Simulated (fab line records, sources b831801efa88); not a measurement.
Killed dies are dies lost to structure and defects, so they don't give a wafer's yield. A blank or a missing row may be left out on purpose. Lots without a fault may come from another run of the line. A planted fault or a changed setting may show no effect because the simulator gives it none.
fab line records | flow sky130
record lots=5 wafers=15 last_day=50
route steps=708 shown VIA1@480 METAL2@483 VIA2@507
lots that met no fault: from a run of the same line without faults
start_h: hours from the record's first day to the start of the lot's first wafer shown | wait_h: hours since the lot's step before | " the same as in the row above | L1.1+2: a row that stands for several wafers | - no value, or no start given | * or withheld: withheld | < > ~ a bound
route shown NAME@n: a module of which the file shows steps, and the number in the route of the first | usual: mean/standard deviation of fault-free wafers | same: alike in all rows | chamber/n: place in a boat | sites: the reading at each site | _std_site: their standard deviation | _edge_site: outer sites' mean less inner sites' | radius_mm: how far each site lies from the wafer's centre | mask NAME#n: copy n | behind: the tool/chamber that last shaped the wafer | hold: why the lot was held/for how many hours/how that ended | device: the transistor (n, p or np) that didn't switch | end of line: the same wafers' tests at the end of the route | a step without rows: its recipe alone | killed: dies lost to structure and defects at the first sort, not the wafer's yield | map: a wafer's dies, x killed, . not, _ none there
set.NAME: the setting as run; set.NAME@STEP: as run at that earlier step | model.NAME: the simulator's own value behind a step, which no gauge read
lots at some steps of the route; a table a step, a row a wafer
services: from which hour (start_h, from the record's first day; less than 0 if before it) a tool's chamber was out of use, for how many hours, and why
## steps
# step SKY_VIA1_RS_MEAS_22
# recipe thk_meas_gauge=four-point-probe reads=W_of_VIA1_CVD_21+TiN_of_VIA1_SPUTTER_20
# usual VIA1_W_RS=0.431/0.0047
# columns lot.wafer tool chamber start_h wait_h VIA1_W_RS[ohm/sq]
L077.1 film_metro-04 - 815.50 0.1 0.431
L077.2 " - " " 0.437
L077.4 " - " " 0.430
L079.2 film_metro-04 - 833.98 0.1 0.434
L079.4 " - " " 0.437
L079.5 " - " " 0.431
L080.1 film_metro-02 - 840.01 0.1 0.439
L080.2 " - " " 0.437
L080.5 " - " " 0.442
L089.2 film_metro-03 - 907.46 0.1 0.424
L089.5 " - " " 0.420
L089.6 " - " " 0.427
L093.2 film_metro-03 - 951.40 0.1 0.431
L093.4 " - " " 0.431
L093.6 " - " " 0.429
# step SKY_VIA1_THK_MEAS_23
# recipe thk_meas_gauge=xrf reads=W_of_VIA1_CVD_21
# usual VIA1_W_THK=275/3.4
# columns lot.wafer tool chamber start_h wait_h VIA1_W_THK[nm]
L077.1 film_metro-04 - 815.62 0.1 275
L077.2 " - " " 271
L077.4 " - " " 275
L079.2 film_metro-04 - 834.09 0.1 272
L079.4 " - " " 270
L079.5 " - " " 274
L080.1 film_metro-02 - 840.13 0.1 272
L080.2 " - " " 273
L080.5 " - " " 270
L089.2 film_metro-03 - 907.57 0.1 279
L089.5 " - " " 282
L089.6 " - " " 278
L093.2 film_metro-03 - 951.51 0.1 273
L093.4 " - " " 271
L093.6 " - " " 272
# step SKY_VIA1_CMP_24
# recipe stop_on=SiO2 t_overpolish_s=15 down_force_psi=3.5 platen_rpm=60 target_thk_nm=0 pad_velocity_m_s=0.94248
# usual head_pressure_psi=3.500/0.0071 motor_current_A=11.4/1 overpolish_run_s=14.999/0.0091 retaining_ring_pressure_frac=1.000/0.0052 time_to_endpoint_s=63.5/2.4
# columns lot.wafer tool chamber start_h wait_h head_pressure_psi motor_current_A overpolish_run_s retaining_ring_pressure_frac time_to_endpoint_s
L077.1 cmp-02 2 815.68 0.1 3.507 10.3 14.999 0.994 63.8
L077.2 " 3 " " 3.508 11.2 15.004 0.998 59.4
L077.4 " 0 " " 3.504 11.9 15.000 0.999 65.5
L079.2 cmp-02 0 834.19 0.1 3.501 12.0 14.989 1.003 62.6
L079.4 " 1 " " 3.504 10.9 15.010 0.995 60.8
L079.5 " 3 " " 3.491 11.4 15.016 1.002 60.2
L080.2 cmp-02 2 840.35 0.2 3.500 10.7 14.994 0.997 63.9
L080.1 " 0 " " 3.493 12.4 14.999 0.996 64.3
L080.5 " 2 " " 3.500 10.2 14.995 0.995 62.4
L089.2 cmp-02 3 907.77 0.2 3.496 10.8 15.013 0.994 61.3
L089.5 " 0 " " 3.497 11.5 14.996 0.987 63.5
L089.6 " 1 " " 3.490 10.6 15.000 1.005 58.3
L093.2 cmp-02 1 951.56 0.0 3.506 10.5 15.004 0.996 60.3
L093.4 " 3 " " 3.486 11.1 14.992 1.007 61.8
L093.6 " 1 " " 3.492 11.3 14.996 1.003 63.0
# step SKY_METAL2_SPUTTER_00
# recipe material=Ti target_thk_nm=15 power_w=3000 time_s=10 chamber_pressure_pa=0.4
# usual chamber_pressure_pa=0.4001/0.00079 throttle_valve_pct=29.9/1
# columns lot.wafer tool chamber start_h wait_h chamber_pressure_pa throttle_valve_pct
L077.1 pvd_sputter-04 - 815.98 0.2 0.4000 29.3
L077.2 " - " " 0.3998 28.0
L077.4 " - " " 0.3996 31.1
L079.2 pvd_sputter-03 - 834.44 0.2 0.4001 30.0
L079.4 " - " " 0.4015 30.6
L079.5 " - " " 0.4002 29.9
L080.1 pvd_sputter-04 - 840.60 0.1 0.4006 29.4
L080.2 " - " " 0.4007 28.3
L080.5 " - " " 0.3996 31.4
L089.2 pvd_sputter-02 - 907.92 0.1 0.4008 30.4
L089.5 " - " " 0.3995 30.5
L089.6 " - " " 0.4003 30.8
L093.2 pvd_sputter-04 - 951.86 0.2 0.4019 28.0
L093.4 " - " " 0.4000 30.0
L093.6 " - " " 0.3981 30.2
# step SKY_METAL2_SPUTTER_01
# recipe material=TiN target_thk_nm=20 power_w=6500 time_s=16.7 chamber_pressure_pa=0.4
# usual chamber_pressure_pa=0.3999/0.00073 throttle_valve_pct=29.9/0.99
# columns lot.wafer tool chamber start_h wait_h chamber_pressure_pa throttle_valve_pct
L077.1 pvd_sputter-04 - 816.01 0.0 0.3998 29.4
L077.2 " - " " 0.4001 28.1
L077.4 " - " " 0.3997 31.5
L079.2 pvd_sputter-03 - 834.46 0.0 0.3992 29.9
L079.4 " - " " 0.4011 30.5
L079.5 " - " " 0.3998 30.2
L080.1 pvd_sputter-04 - 840.63 0.0 0.4017 29.3
L080.2 " - " " 0.3984 28.1
L080.5 " - " " 0.4007 31.3
L089.2 pvd_sputter-02 - 907.94 0.0 0.3999 30.5
L089.5 " - " " 0.3991 30.5
L089.6 " - " " 0.3987 30.6
L093.2 pvd_sputter-04 - 951.88 0.0 0.3997 28.2
L093.4 " - " " 0.4000 30.0
L093.6 " - " " 0.3998 30.3
# step SKY_METAL2_SPUTTER_02
# recipe material=AlCu target_thk_nm=250 power_w=10600 time_s=13.76 chamber_pressure_pa=0.4
# usual chamber_pressure_pa=0.3998/0.00086 throttle_valve_pct=29.9/1
# columns lot.wafer tool chamber start_h wait_h chamber_pressure_pa throttle_valve_pct
L077.1 pvd_sputter-04 - 816.03 0.0 0.3985 29.5
L077.2 " - " " 0.3984 28.2
L077.4 " - " " 0.3987 31.2
L079.2 pvd_sputter-03 - 834.49 0.0 0.3990 29.7
L079.4 " - " " 0.3993 30.4
L079.5 " - " " 0.3986 29.7
L080.1 pvd_sputter-04 - 840.65 0.0 0.3990 29.5
L080.2 " - " " 0.4005 28.2
L080.5 " - " " 0.3995 31.1
L089.2 pvd_sputter-02 - 907.96 0.0 0.4007 30.3
L089.5 " - " " 0.4015 30.5
L089.6 " - " " 0.3989 30.4
L093.2 pvd_sputter-04 - 951.90 0.0 0.3999 28.1
L093.4 " - " " 0.4001 30.1
L093.6 " - " " 0.4000 30.2
# step SKY_METAL2_SPUTTER_03
# recipe material=Ti target_thk_nm=5 power_w=3000 time_s=3.3 chamber_pressure_pa=0.4
# usual chamber_pressure_pa=0.3999/0.00083 throttle_valve_pct=29.8/0.98
# columns lot.wafer tool chamber start_h wait_h chamber_pressure_pa throttle_valve_pct
L077.1 pvd_sputter-04 - 816.06 0.0 0.3995 29.4
L077.2 " - " " 0.3994 28.0
L077.4 " - " " 0.4000 31.2
L079.2 pvd_sputter-03 - 834.51 0.0 0.3998 29.7
L079.4 " - " " 0.4002 30.3
L079.5 " - " " 0.4003 30.1
L080.1 pvd_sputter-04 - 840.68 0.0 0.3988 29.8
L080.2 " - " " 0.3992 28.3
L080.5 " - " " 0.3985 31.3
L089.2 pvd_sputter-02 - 907.99 0.0 0.3998 30.4
L089.5 " - " " 0.4006 30.3
L089.6 " - " " 0.3995 30.5
L093.2 pvd_sputter-04 - 951.93 0.0 0.3995 28.2
L093.4 " - " " 0.3995 30.3
L093.6 " - " " 0.4001 30.1
# step SKY_METAL2_SPUTTER_04
# recipe material=TiN target_thk_nm=70 power_w=6500 time_s=58.3 chamber_pressure_pa=0.4
# usual chamber_pressure_pa=0.4001/0.00082 throttle_valve_pct=29.9/1
# columns lot.wafer tool chamber start_h wait_h chamber_pressure_pa throttle_valve_pct
L077.1 pvd_sputter-04 - 816.07 0.0 0.3990 29.5
L077.2 " - " " 0.4005 28.2
L077.4 " - " " 0.3993 31.2
L079.2 pvd_sputter-03 - 834.53 0.0 0.4009 29.6
L079.4 " - " " 0.3999 30.5
L079.5 " - " " 0.4006 29.9
L080.1 pvd_sputter-04 - 840.69 0.0 0.4001 29.8
L080.2 " - " " 0.3999 28.3
L080.5 " - " " 0.3992 31.2
L089.2 pvd_sputter-02 - 908.01 0.0 0.4007 30.4
L089.5 " - " " 0.3999 30.3
L089.6 " - " " 0.3996 30.4
L093.2 pvd_sputter-04 - 951.95 0.0 0.4012 28.4
L093.4 " - " " 0.3993 30.3
L093.6 " - " " 0.3985 30.2
# step SKY_METAL2_RS_MEAS_05
# recipe thk_meas_gauge=four-point-probe reads=TiN_of_METAL2_SPUTTER_04+Ti_of_METAL2_SPUTTER_03+AlCu_of_METAL2_SPUTTER_02+TiN_of_METAL2_SPUTTER_01+Ti_of_METAL2_SPUTTER_00
# usual METAL2_ALCU_RS=0.1218/0.0018
# columns lot.wafer tool chamber start_h wait_h METAL2_ALCU_RS[ohm/sq]
L077.1 film_metro-04 - 816.12 0.0 0.1190
L077.2 " - " " 0.1211
L077.4 " - " " 0.1214
L079.2 film_metro-02 - 834.60 0.0 0.1192
L079.4 " - " " 0.1202
L079.5 " - " " 0.1231
L080.1 film_metro-02 - 840.74 0.0 0.1194
L080.2 " - " " 0.1211
L080.5 " - " " 0.1218
L089.2 film_metro-04 - 908.08 0.0 0.1252
L089.5 " - " " 0.1255
L089.6 " - " " 0.1237
L093.2 film_metro-01 - 952.01 0.0 0.1230
L093.4 " - " " 0.1235
L093.6 " - " " 0.1237
# step SKY_METAL2_THK_MEAS_06
# recipe thk_meas_gauge=xrf reads=AlCu_of_METAL2_SPUTTER_02
# usual METAL2_ALCU_THK=261/4
# columns lot.wafer tool chamber start_h wait_h METAL2_ALCU_THK[nm]
L077.1 film_metro-04 - 816.24 0.1 267
L077.2 " - " " 265
L077.4 " - " " 263
L079.2 film_metro-02 - 834.71 0.1 265
L079.4 " - " " 264
L079.5 " - " " 257
L080.1 film_metro-02 - 840.86 0.1 263
L080.2 " - " " 260
L080.5 " - " " 258
L089.2 film_metro-04 - 908.19 0.1 253
L089.5 " - " " 255
L089.6 " - " " 260
L093.2 film_metro-01 - 952.12 0.1 257
L093.4 " - " " 257
L093.6 " - " " 255
# step SKY_METAL2_DEHYDRATE_07
# recipe temp_c=200 time_s=60
# columns lot.wafer tool chamber start_h wait_h
L077.1+2+4 litho_track-04 0 828.58 12.3
L079.2+4+5 litho_track-04 0 846.90 12.2
L080.1+2+5 litho_track-04 0 853.03 12.2
L089.2+5+6 litho_track-01 0 920.32 12.1
L093.2+4+6 litho_track-01 0 963.42 11.3
# step SKY_METAL2_HMDS_08
# recipe prime_time_s=60 prime_temp_c=120
# usual prime_temp_c=120.01/0.14
# columns lot.wafer tool chamber start_h wait_h prime_temp_c
L077.1 litho_track-04 0 828.73 0.1 119.81
L077.2 " 0 " " 119.90
L077.4 " 0 " " 119.95
L079.2 litho_track-04 0 847.05 0.1 120.13
L079.4 " 0 " " 119.91
L079.5 " 0 " " 120.03
L080.1 litho_track-04 0 853.18 0.1 119.71
L080.2 " 0 " " 119.83
L080.5 " 0 " " 119.94
L089.2 litho_track-01 0 920.47 0.1 120.10
L089.5 " 0 " " 119.75
L089.6 " 0 " " 120.04
L093.2 litho_track-01 0 963.57 0.1 120.17
L093.4 " 0 " " 120.02
L093.6 " 0 " " 119.99
# step SKY_METAL2_COAT_09
# recipe resist=BARC temp_c=withheld time_s=withheld spin_rpm=3000 resist_thk_nm=60
# columns lot.wafer tool chamber start_h wait_h
L077.1+2+4 litho_track-04 0 828.88 0.1
L079.2+4+5 litho_track-04 0 847.20 0.1
L080.1+2+5 litho_track-04 0 853.33 0.1
L089.2+5+6 litho_track-01 0 920.62 0.1
L093.2+4+6 litho_track-01 0 963.72 0.1
# step SKY_METAL2_COAT_10
# recipe resist=KrF-thick spin_rpm=3000 resist_thk_nm=450
# columns lot.wafer tool chamber start_h wait_h
L077.1+2+4 litho_track-04 0 - -
L079.2+4+5 litho_track-04 0 - -
L080.1+2+5 litho_track-04 0 - -
L089.2+5+6 litho_track-01 0 - -
L093.2+4+6 litho_track-01 0 - -
# step SKY_METAL2_SOFTBAKE_11
# recipe temp_c=100 time_s=87.45 resist=KrF-thick
# columns lot.wafer tool chamber start_h wait_h
L077.1+2+4 litho_track-04 0 - -
L079.2+4+5 litho_track-04 0 - -
L080.1+2+5 litho_track-04 0 - -
L089.2+5+6 litho_track-01 0 - -
L093.2+4+6 litho_track-01 0 - -
# step SKY_METAL2_EXPOSE_12
# recipe mask_id=MM2 na=0.8 source_shape=annular sigma_inner=0.55 sigma_outer=0.85 target_cd_nm=140 dose_mj=28
# usual stage_vel_mm_s=499.97/0.24
# columns lot.wafer tool chamber start_h wait_h mask stage_vel_mm_s
L077.1 krf_scanner-02 0 - - MM2#0 500.24
L077.2 " 0 " " MM2#0 499.84
L077.4 " 0 " " MM2#0 500.71
L079.2 krf_scanner-02 0 - - MM2#0 500.28
L079.4 " 0 " " MM2#0 500.10
L079.5 " 0 " " MM2#0 500.28
L080.1 krf_scanner-02 0 - - MM2#0 499.57
L080.2 " 0 " " MM2#0 499.84
L080.5 " 0 " " MM2#0 499.88
L089.2 krf_scanner-02 0 - - MM2#0 499.76
L089.5 " 0 " " MM2#0 500.24
L089.6 " 0 " " MM2#0 499.90
L093.2 krf_scanner-01 0 - - MM2#0 500.15
L093.4 " 0 " " MM2#0 500.01
L093.6 " 0 " " MM2#0 499.71
# step SKY_METAL2_PEB_13
# recipe peb_temp_c=withheld peb_time_s=withheld resist=KrF-thick
# columns lot.wafer tool chamber start_h wait_h
L077.1+2+4 litho_track-02 0 - -
L079.2+4+5 litho_track-02 0 - -
L080.1+2+5 litho_track-02 0 - -
L089.2+5+6 litho_track-01 0 - -
L093.2+4+6 litho_track-04 0 - -
# step SKY_METAL2_DEVELOP_14
# recipe develop_time_s=60 resist=KrF-thick dev_temp_c=21
# columns lot.wafer tool chamber start_h wait_h
L077.1+2+4 litho_track-02 0 - -
L079.2+4+5 litho_track-02 0 - -
L080.1+2+5 litho_track-02 0 - -
L089.2+5+6 litho_track-01 0 - -
L093.2+4+6 litho_track-04 0 - -
# step SKY_METAL2_CD_MEAS_15
# recipe target_cd_nm=140
# usual cd_nm=139.4/1.6
# columns lot.wafer tool chamber start_h wait_h cd_nm
L077.1 cd_sem-01 - 842.67 - 139.7
L077.2 " - " " 139.5
L077.4 " - " " 139.5
L079.2 cd_sem-02 - 860.59 - 143.3
L079.4 " - " " 143.4
L079.5 " - " " 143.2
L080.1 cd_sem-01 - 866.87 - 141.0
L080.2 " - " " 141.3
L080.5 " - " " 140.5
L089.2 cd_sem-01 - 932.87 - 139.2
L089.5 " - " " 138.9
L089.6 " - " " 137.6
L093.2 cd_sem-01 - 975.55 - 138.7
L093.4 " - " " 140.8
L093.6 " - " " 140.6
# step SKY_METAL2_OVL_MEAS_16
# usual METAL2_OVL=3/3.9
# columns lot.wafer tool chamber start_h wait_h METAL2_OVL[nm]
L077.1 overlay-02 - 842.79 0.1 -11
L077.2 " - " " 4
L077.4 " - " " 5
L079.2 overlay-02 - 860.70 0.1 6
L079.4 " - " " 5
L079.5 " - " " -3
L080.1 overlay-02 - 866.99 0.1 6
L080.2 " - " " 5
L080.5 " - " " 6
L089.2 overlay-01 - 932.97 0.1 4
L089.5 " - " " 3
L089.6 " - " " 2
L093.2 overlay-01 - 975.66 0.1 6
L093.4 " - " " -1
L093.6 " - " " 4
# step SKY_METAL2_DESCUM_17
# recipe chemistry=O2 source_power_w=150 bias_power_w=0 pressure_mtorr=10 temp_c=40 time_s=8
# usual drypump_motor_current_A=5.8/0.47 oes_product_au=1.004/0.017
# same bias_power_w=0
# columns lot.wafer tool chamber start_h wait_h drypump_motor_current_A oes_product_au rf_hours_counter_h
L077.1 rie_metal-03 1 842.83 0.0 5.3 1.010 1
L077.2 " 0 " " 5.0 0.983 16
L077.4 " 0 " " 5.0 0.987 -
L079.2 rie_metal-01 1 860.73 0.0 6.3 1.014 1
L079.4 " 0 " " 5.9 0.989 -
L079.5 " 1 " " 6.3 1.018 -
L080.1 rie_metal-04 0 867.03 0.0 6.0 1.002 11
L080.2 " 0 " " 6.0 1.020 -
L080.5 " 0 " " 6.0 1.002 -
L089.2 rie_metal-01 1 933.01 0.0 6.3 1.023 -
L089.5 " 1 " " 6.2 1.019 -
L089.6 " 1 " " 6.2 1.031 -
L093.2 rie_metal-01 1 975.69 0.0 6.3 1.009 9
L093.4 " 0 " " 5.9 0.997 -
L093.6 " 0 " " 5.9 0.998 -
# step SKY_METAL2_ETCH_18
# recipe chemistry=N2/H2 target=BARC ion_energy_ev=200 bias_w=100 pressure_mtorr=30 n2_flow_sccm=100 h2_flow_sccm=200 icp_w=500 stop_on=SiO2 time_s=45.9 target_depth_a=600
# usual drypump_motor_current_A=5.8/0.47 oes_product_au=0.855/0.0045 throttle_valve_pct=13.222/0.0086
# columns lot.wafer tool chamber start_h wait_h drypump_motor_current_A oes_product_au rf_hours_counter_h throttle_valve_pct
L077.1 rie_metal-03 1 842.86 0.0 5.3 0.850 1 13.212
L077.2 " 0 " " 5.0 0.863 16 13.209
L077.4 " 0 " " 5.0 0.854 - 13.227
L079.2 rie_metal-01 1 860.76 0.0 6.3 0.854 1 13.240
L079.4 " 0 " " 5.9 0.856 - 13.219
L079.5 " 1 " " 6.3 0.861 - 13.218
L080.1 rie_metal-04 0 867.09 0.1 6.1 0.856 11 13.230
L080.2 " 0 " " 6.1 0.850 - 13.235
L080.5 " 0 " " 6.0 0.861 - 13.212
L089.2 rie_metal-01 1 933.09 0.1 6.3 0.854 - 13.230
L089.5 " 1 " " 6.3 0.856 - 13.232
L089.6 " 1 " " 6.3 0.860 - 13.228
L093.2 rie_metal-01 1 975.72 0.0 6.3 0.861 9 13.231
L093.4 " 0 " " 5.9 0.861 - 13.221
L093.6 " 0 " " 5.9 0.852 - 13.228
# step SKY_METAL2_METAL_ETCH_19
# recipe target_depth_a=3600 stop_on=SiO2 over_etch_frac=0.3 time_s=78 chemistry=Cl2/BCl3 resist_sidewall_deg=88 pressure_mtorr=10 icp_w=900 bias_w=48.5 Cl2_flow_sccm=60 bcl3_flow_sccm=30
# usual drypump_motor_current_A=5.8/0.47 oes_product_au=0.853/0.0076 throttle_valve_pct=22.266/0.0094
# columns lot.wafer tool chamber start_h wait_h drypump_motor_current_A oes_product_au rf_hours_counter_h throttle_valve_pct
L077.1 rie_metal-03 1 842.92 0.0 5.2 0.858 1 22.268
L077.2 " 0 " " 5.0 0.843 16 22.253
L077.4 " 0 " " 5.0 0.845 - 22.262
L079.2 rie_metal-01 1 860.82 0.0 6.3 0.856 1 22.272
L079.4 " 0 " " 5.9 0.852 - 22.261
L079.5 " 1 " " 6.3 0.867 - 22.270
L080.1 rie_metal-04 0 867.22 0.1 6.0 0.854 11 22.258
L080.2 " 0 " " 6.0 0.859 - 22.274
L080.5 " 0 " " 6.0 0.849 - 22.279
L089.2 rie_metal-01 1 933.22 0.1 6.3 0.861 - 22.274
L089.5 " 1 " " 6.2 0.852 - 22.263
L089.6 " 1 " " 6.3 0.857 - 22.267
L093.2 rie_metal-01 0 975.78 0.0 5.9 0.862 1 22.284
L093.4 " 1 " " 6.3 0.865 - 22.272
L093.6 " 1 " " 6.3 0.866 - 22.268
# step SKY_METAL2_STRIP_20
# recipe chemistry=O2/N2 power_w=1400 pressure_mtorr=1500 platen_temp_c=withheld o2_flow_sccm=3000 n2_flow_sccm=300 overash_fraction=0.5
# usual drypump_motor_current_A=5.5/0.46 oes_product_au=0.343/0.0054 strip_time_to_endpoint_s=2.68/0.081
# columns lot.wafer tool chamber start_h wait_h drypump_motor_current_A oes_product_au rf_hours_counter_h strip_time_to_endpoint_s
L077.1 plasma_asher-04 0 843.01 0.1 5.7 0.341 10 2.67
L077.2 " 1 " " 6.1 0.348 10 2.83
L077.4 " 1 " " 6.1 0.346 - 2.83
L079.2 plasma_asher-03 0 860.91 0.1 6.1 0.344 101 2.64
L079.4 " 0 " " 6.1 0.351 - 2.79
L079.5 " 1 " " 5.1 0.350 - 2.63
L080.1 plasma_asher-02 1 867.40 0.1 5.5 0.342 39 2.58
L080.2 " 0 " " 4.9 0.341 39 2.62
L080.5 " 0 " " 4.9 0.337 - 2.64
L089.2 plasma_asher-04 1 933.37 0.1 6.1 0.345 19 2.66
L089.5 " 1 " " 6.1 0.340 - 2.66
L089.6 " 0 " " 5.8 0.339 - 2.64
L093.2 plasma_asher-02 0 975.93 0.1 4.9 0.345 50 2.68
L093.4 " 1 " " 5.5 0.336 - 2.61
L093.6 " 1 " " 5.6 0.343 - 2.65
# step SKY_METAL2_STRIP_21
# recipe chemistry=post_etch_residue_remover time_s=1200 temp_c=72.5
# usual bath_heat_duty_pct=14.6/1.5
# columns lot.wafer tool chamber start_h wait_h bath_heat_duty_pct
L077.1 wet_bench-01 2 843.11 0.1 15.2
L077.2 " 2 " " 14.8
L077.4 " 2 " " 15.5
L079.2 wet_bench-04 3 861.01 0.1 16.1
L079.4 " 3 " " 15.3
L079.5 " 3 " " 14.8
L080.1 wet_bench-04 0 867.50 0.1 16.4
L080.2 " 0 " " 16.3
L080.5 " 0 " " 16.4
L089.2 wet_bench-03 0 933.47 0.1 13.4
L089.5 " 0 " " 14.1
L089.6 " 0 " " 12.4
L093.2 wet_bench-01 2 976.03 0.1 14.7
L093.4 " 2 " " 14.5
L093.6 " 2 " " 15.7
# step SKY_METAL2_CLEAN_22
# recipe chemistry=IPA time_s=180 temp_c=25
# usual bath_heat_duty_pct=6.4/0.7
# columns lot.wafer tool chamber start_h wait_h bath_heat_duty_pct
L077.1 wet_bench-04 2 843.45 0.0 7.4
L077.2 " 2 " " 5.8
L077.4 " 2 " " 6.1
L079.2 wet_bench-03 3 861.35 0.0 7.2
L079.4 " 3 " " 6.4
L079.5 " 3 " " 6.7
L080.1 wet_bench-03 1 867.84 0.0 6.1
L080.2 " 1 " " 5.7
L080.5 " 1 " " 5.6
L089.2 wet_bench-04 1 933.81 0.0 7.0
L089.5 " 1 " " 6.0
L089.6 " 1 " " 5.9
L093.2 wet_bench-03 2 976.37 0.0 5.7
L093.4 " 2 " " 6.1
L093.6 " 2 " " 6.8
# step SKY_METAL2_CLEAN_23
# recipe chemistry=O3/DIW dry=n2_spin
# columns lot.wafer tool chamber start_h wait_h
L077.1+2+4 wet_bench-01 1 843.51 0.0
L079.2+4+5 wet_bench-01 0 861.41 0.0
L080.1+2+5 wet_bench-04 1 867.90 0.0
L089.2+5+6 wet_bench-01 1 933.87 0.0
L093.2+4+6 wet_bench-04 3 976.43 0.0
# step SKY_VIA2_HDPCVD_00
# recipe material=SiO2 target_thk_nm=1180 sigma_open_frac=0.3 time_s=196.7 temp_c=400 sih4_flow_sccm=60 pressure_mtorr=6
# columns lot.wafer tool chamber start_h wait_h
L077.1+2+4 hdpcvd-01 2,1,1 843.60 0.0
L079.2+4+5 hdpcvd-02 1,2,1 861.50 0.0
L080.1+2+5 hdpcvd-01 0,1,2 867.99 0.0
L089.2+5+6 hdpcvd-01 2,2,1 933.97 0.0
L093.2+4+6 hdpcvd-02 2,2,1 976.52 0.0
# step SKY_VIA2_THK_MEAS_01
# recipe reads=SiO2_of_VIA2_HDPCVD_00
# usual VIA2_HDPCVD_THK=1176/11
# columns lot.wafer tool chamber start_h wait_h VIA2_HDPCVD_THK[nm]
L077.1 film_metro-02 - 843.73 0.1 1192
L077.2 " - " " 1174
L077.4 " - " " 1181
L079.2 film_metro-02 - 861.70 0.1 1173
L079.4 " - " " 1173
L079.5 " - " " 1184
L080.1 film_metro-02 - 868.11 0.1 1180
L080.2 " - " " 1184
L080.5 " - " " 1173
L089.2 film_metro-03 - 934.11 0.1 1182
L089.5 " - " " 1186
L089.6 " - " " 1190
L093.2 film_metro-02 - 976.66 0.1 1155
L093.4 " - " " 1157
L093.6 " - " " 1181
# step SKY_VIA2_CMP_02
# recipe material=SiO2 down_force_psi=4 platen_rpm=60 pad_velocity_m_s=0.94248
# usual head_pressure_psi=4.000/0.0089 motor_current_A=12.5/1.2 retaining_ring_pressure_frac=1.000/0.0052
# columns lot.wafer tool chamber start_h wait_h head_pressure_psi motor_current_A retaining_ring_pressure_frac
L077.1 cmp-01 2 843.79 0.1 3.987 10.5 0.994
L077.4 " 0 " " 3.989 14.6 1.002
L077.2 " 1 " " 4.004 13.7 1.000
L079.2 cmp-01 0 861.75 0.0 3.996 14.2 0.998
L079.4 " 2 " " 4.000 10.9 1.002
L079.5 " 0 " " 4.000 14.2 1.002
L080.1 cmp-02 3 868.27 0.1 3.995 11.8 0.996
L080.2 " 0 " " 4.005 12.0 0.995
L080.5 " 1 " " 3.984 12.8 0.992
L089.2 cmp-01 3 934.31 0.2 3.981 11.6 1.007
L089.6 " 0 " " 3.986 13.7 0.995
L089.5 " 1 " " 3.994 13.9 0.994
L093.4 cmp-02 0 976.76 0.1 3.997 13.3 1.002
L093.2 " 2 " " 3.993 11.2 1.003
L093.6 " 3 " " 4.009 11.8 0.999
# step SKY_VIA2_BOW_MEAS_03
# recipe mode=bow
# usual VIA2_BOW=86/6.7
# columns lot.wafer tool chamber start_h wait_h VIA2_BOW[um]
L077.1 film_metro-01 - 844.09 0.2 89
L077.2 " - " " 99
L077.4 " - " " 98
L079.2 film_metro-03 - 862.07 0.3 81
L079.4 " - " " 77
L079.5 " - " " 84
L080.1 film_metro-01 - 868.47 0.1 83
L080.2 " - " " 88
L080.5 " - " " 83
L089.2 film_metro-02 - 934.48 0.1 93
L089.5 " - " " 76
L089.6 " - " " 90
L093.2 film_metro-01 - 977.03 0.1 80
L093.4 " - " " 87
L093.6 " - " " 88
# step SKY_VIA2_DEHYDRATE_04
# recipe temp_c=200 time_s=60
# columns lot.wafer tool chamber start_h wait_h
L077.1+2+4 litho_track-03 0 856.06 12.0
L079.2+4+5 litho_track-03 0 874.34 12.2
L080.1+2+5 litho_track-01 0 880.40 11.9
L089.2+5+6 litho_track-04 0 946.75 12.3
L093.2+4+6 litho_track-03 0 988.59 11.5
# step SKY_VIA2_HMDS_05
# recipe prime_time_s=60 prime_temp_c=120
# usual prime_temp_c=120.01/0.15
# columns lot.wafer tool chamber start_h wait_h prime_temp_c
L077.1 litho_track-03 0 856.21 0.1 119.74
L077.2 " 0 " " 119.93
L077.4 " 0 " " 119.82
L079.2 litho_track-03 0 874.49 0.1 119.90
L079.4 " 0 " " 119.79
L079.5 " 0 " " 120.09
L080.1 litho_track-01 0 880.55 0.1 120.03
L080.2 " 0 " " 119.91
L080.5 " 0 " " 119.85
L089.2 litho_track-04 0 946.90 0.1 120.05
L089.5 " 0 " " 120.16
L089.6 " 0 " " 120.19
L093.2 litho_track-03 0 988.74 0.1 119.93
L093.4 " 0 " " 119.93
L093.6 " 0 " " 119.84
# step SKY_VIA2_COAT_06
# recipe resist=BARC temp_c=withheld time_s=withheld spin_rpm=3000 resist_thk_nm=60
# columns lot.wafer tool chamber start_h wait_h
L077.1+2+4 litho_track-03 0 856.36 0.1
L079.2+4+5 litho_track-03 0 874.64 0.1
L080.1+2+5 litho_track-01 0 880.70 0.1
L089.2+5+6 litho_track-04 0 947.05 0.1
L093.2+4+6 litho_track-03 0 988.89 0.1
# step SKY_VIA2_COAT_07
# recipe resist=KrF-thick spin_rpm=3000 resist_thk_nm=450
# columns lot.wafer tool chamber start_h wait_h
L077.1+2+4 litho_track-03 0 - -
L079.2+4+5 litho_track-03 0 - -
L080.1+2+5 litho_track-01 0 - -
L089.2+5+6 litho_track-04 0 - -
L093.2+4+6 litho_track-03 0 - -
# step SKY_VIA2_SOFTBAKE_08
# recipe temp_c=100 time_s=90 resist=KrF-thick
# columns lot.wafer tool chamber start_h wait_h
L077.1+2+4 litho_track-03 0 - -
L079.2+4+5 litho_track-03 0 - -
L080.1+2+5 litho_track-01 0 - -
L089.2+5+6 litho_track-04 0 - -
L093.2+4+6 litho_track-03 0 - -
## services
# columns tool chamber start_h hours kind
krf_scanner-02 - 794.39 1.3 pm
krf_scanner-02 - 795.69 0.8 pm
cmp-01 - 799.63 12.3 pm
cmp-02 - 802.99 1.9 repair
pvd_sputter-03 - 810.51 3.1 repair
krf_scanner-02 - 811.55 1.0 pm
rie_metal-04 1 816.17 32.6 repair
cmp-01 - 821.26 1.0 repair
pvd_sputter-04 - 824.75 1.0 repair
hdpcvd-01 0 836.91 5.4 repair
pvd_sputter-04 - 838.07 2.5 repair
pvd_sputter-02 - 850.79 6.3 repair
cmp-01 - 854.62 0.6 repair
rie_metal-04 - 880.23 2.8 pm
krf_scanner-02 - 899.09 4.4 pm
pvd_sputter-03 - 929.87 11.8 repair
pvd_sputter-02 - 956.01 14.5 repair
krf_scanner-02 - 963.20 0.8 pm
pvd_sputter-02 - 963.60 5.1 repair
krf_scanner-02 - 970.29 1.3 pm
cmp-02 - 971.38 3.8 repair
krf_scanner-02 - 980.55 1.0 pm
pvd_sputter-03 - 988.25 3.6 repair
pvd_sputter-02 - 989.07 8.4 repair
## key
fault none
